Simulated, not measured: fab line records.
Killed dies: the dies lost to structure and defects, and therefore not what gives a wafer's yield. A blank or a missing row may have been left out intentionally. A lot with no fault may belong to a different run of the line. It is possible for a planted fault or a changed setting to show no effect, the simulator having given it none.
Comparing a struck lot with a sound one ; flow sky130 ; 14 steps out of a route of 708
Sound: these wafers, L438.2, L438.3, L438.5. Struck: wafers L442.1, L442.3, L442.4. The cause is given at the end.
At each step with rows: each side's tool, then ch and its chambers, then its first start. Under that, the readings that differ: sound wafers ; struck wafers ; difference of the means ; sigmas: that difference in standard deviations of wafers without a fault.
alike: same words and numbers on both sides, and readings whose means sit less than 2 such deviations apart. not compared: any withheld reading, any reading some wafer has no value for, any bound like >300 that may hide the same value, and any number with overlapping values for which the record gives no deviation.
A row with sigmas, a row that says differs or no value, or rows on one side alone: a step with any of these is where the two part. When numbers do not overlap yet have no deviation, they are printed without sigmas and do not part them. A reading missing from all wafers of one side parts the sides only when that side holds two or more wafers.

first, 3 steps without rows for these wafers: SKY_LDD_HVP_EXPOSE_04 (exposes mask HVPTM, target cd 700 nm); SKY_LDD_HVP_PEB_05; SKY_LDD_HVP_DEVELOP_06 (develop time 60 s).
SKY_LDD_HVP_OVL_MEAS_07:
  sound on overlay-02, day 21 17:02; struck on overlay-02, day 23 09:23
  alike: LDD_HVP_OVL
after that, 1 step had no rows for these wafers: SKY_LDD_HVP_IMPLANT_08.
SKY_LDD_HVP_STRIP_09: strips in O2/N2.
  sound on plasmaAsher-02 ch 0,1, day 21 17:13; struck on plasmaAsher-01 ch 0,1, day 23 09:34
  alike: drypumpMotorCurrentA, oesProductAu, stripTimeToEndpointS
  not compared: rfHoursCounterH
SKY_LDD_HVP_TW_MEAS_10:
  sound on filmMetro-01, day 21 17:19; struck on filmMetro-01, day 23 09:42
  alike: LDD_HVP_TW
then, 5 steps without rows for these wafers: SKY_LDD_LDN_DEHYDRATE_00 (time 60 s); SKY_LDD_LDN_HMDS_01 (prime time 60 s); SKY_LDD_LDN_COAT_02 (resist thk 1140 nm); SKY_LDD_LDN_SOFTBAKE_03 (time 60 s); SKY_LDD_LDN_EXPOSE_04 (exposes mask LDNTM, target cd 700 nm).
SKY_LDD_LDN_PEB_05:
  sound on lithoTrack-04 ch 0, day 22 23:14; struck on lithoTrack-04, day 24 15:16
reading;sound;struck;difference;sigmas
exhaustPa (Pa);45.6 45.5 45.3;- - -;no value on the struck wafers;
  not compared: chillPlateTempC
then, 1 step without rows for these wafers: SKY_LDD_LDN_DEVELOP_06 (develop time 60 s).

== WHERE THEY PART ==
SKY_LDD_LDN_PEB_05 only, going by this record.

WHY: what the simulator had put in
Step skipped in full: lithoTrack-04, at SKY_LDD_LDN_PEB_05, from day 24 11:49 onward. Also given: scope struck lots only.
